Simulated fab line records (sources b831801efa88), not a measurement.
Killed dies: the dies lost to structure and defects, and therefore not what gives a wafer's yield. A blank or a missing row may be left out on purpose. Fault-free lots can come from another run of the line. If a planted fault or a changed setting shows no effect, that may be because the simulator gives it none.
A lot that was struck, set against a sound lot -- flow sky130 -- 14 out of 708 route steps
Sound: the wafers L305.2, L305.3, L305.4. Wafers struck: L294.4, L294.5, L294.6. Last of all comes the cause.
Order at every step that has rows: each side's tool, ch and its chambers, its first start. Under that, the readings that differ: sound wafers -- struck wafers -- difference of the means -- sigmas: that difference in standard deviations of wafers without a fault.
alike: readings with means less than 2 such deviations apart, plus words and numbers identical on both sides. not compared: withheld readings, readings lacking a value on some wafer, bounds such as >300 that could conceal the same value, and numbers that have no deviation in the record and whose values overlap.
A row with sigmas, a row that says differs or no value, or rows on one side alone: a step with any of these is where the two part. When numbers do not overlap yet have no deviation, they are printed without sigmas and do not part them. A reading missing from all wafers of one side parts the sides only when that side holds two or more wafers.

SKY_LDD_LDN_TW_MEAS_13:
  sound on film_metro-04 at day 28 02:53; struck on film_metro-03 at day 24 12:20
  alike: LDD_LDN_TW
then, 2 steps without rows for these wafers: SKY_LDD_LDN_CLEAN_14 (cleans in SC1/SC2, time 150 s); SKY_SPACER_CVD_00 (deposits Si3N4 from DCS/NH3, target thk 43.1 nm, time 740 s).
SKY_SPACER_THK_MEAS_01:
  sound on film_metro-03 at day 28 04:13; struck on film_metro-02 at day 24 13:39
reading,sound,struck,difference,sigmas
SPACER_CVD_00_THK (nm),43.0 42.6 42.6,43.7 44.0 43.7,+1.1,+3
SKY_SPACER_ETCHBACK_02: etches Si3N4 in CH3F/O2, stops on SiO2, time 46.7 s, target depth 45 nm.
  sound on rie_diel-04 ch 1,2, day 28 04:16; struck on rie_diel-01 ch 0,2,3, day 24 13:42
reading,sound,struck,difference,sigmas
drypump_motor_current_A (A),6.4 6.4 6.3,4.8 5.1 5.8,-1.1,-2
  alike: oes_product_au, throttle_valve_pct
  not compared: rf_hours_counter_h
then, 7 steps without rows for these wafers: SKY_POLY_CUT_DEHYDRATE_00 (time 60 s); SKY_POLY_CUT_HMDS_01 (prime time 60 s); SKY_POLY_CUT_COAT_02 (resist thk 60 nm); SKY_POLY_CUT_COAT_03 (resist thk 450 nm); SKY_POLY_CUT_SOFTBAKE_04 (time 90 s); SKY_POLY_CUT_EXPOSE_05 (exposes mask NPCM, target cd 270 nm); SKY_POLY_CUT_PEB_06.
SKY_POLY_CUT_DEVELOP_07: develop time 60 s.
  struck on litho_track-02, day 25 19:00; sound on litho_track-02 ch 0, day 29 08:00
  no value came back on the struck wafers for chill_plate_temp_C (C), develop_time_s (s); on the sound wafers chill_plate_temp_C (C) reads 23.14 23.08 23.08
reading,sound,struck,difference,sigmas
model.KrF-thick_of_POLY_CUT_COAT_03.thk_nm (nm),437.8 439.6 438.2,451.6 451.1 450.6,+12.6,
SKY_POLY_CUT_CD_MEAS_08: target cd 270 nm.
  sound on cd_sem-02 at day 29 09:07; struck on cd_sem-02 at day 25 19:12
reading,sound,struck,difference,sigmas
cd_nm (nm),269.9 269.7 270.7,- - -,no value on the struck wafers,

== WHERE THEY PART ==
At SKY_SPACER_THK_MEAS_01 first; at SKY_POLY_CUT_CD_MEAS_08 last (within this record only).

WHY: what had been put in by the simulator
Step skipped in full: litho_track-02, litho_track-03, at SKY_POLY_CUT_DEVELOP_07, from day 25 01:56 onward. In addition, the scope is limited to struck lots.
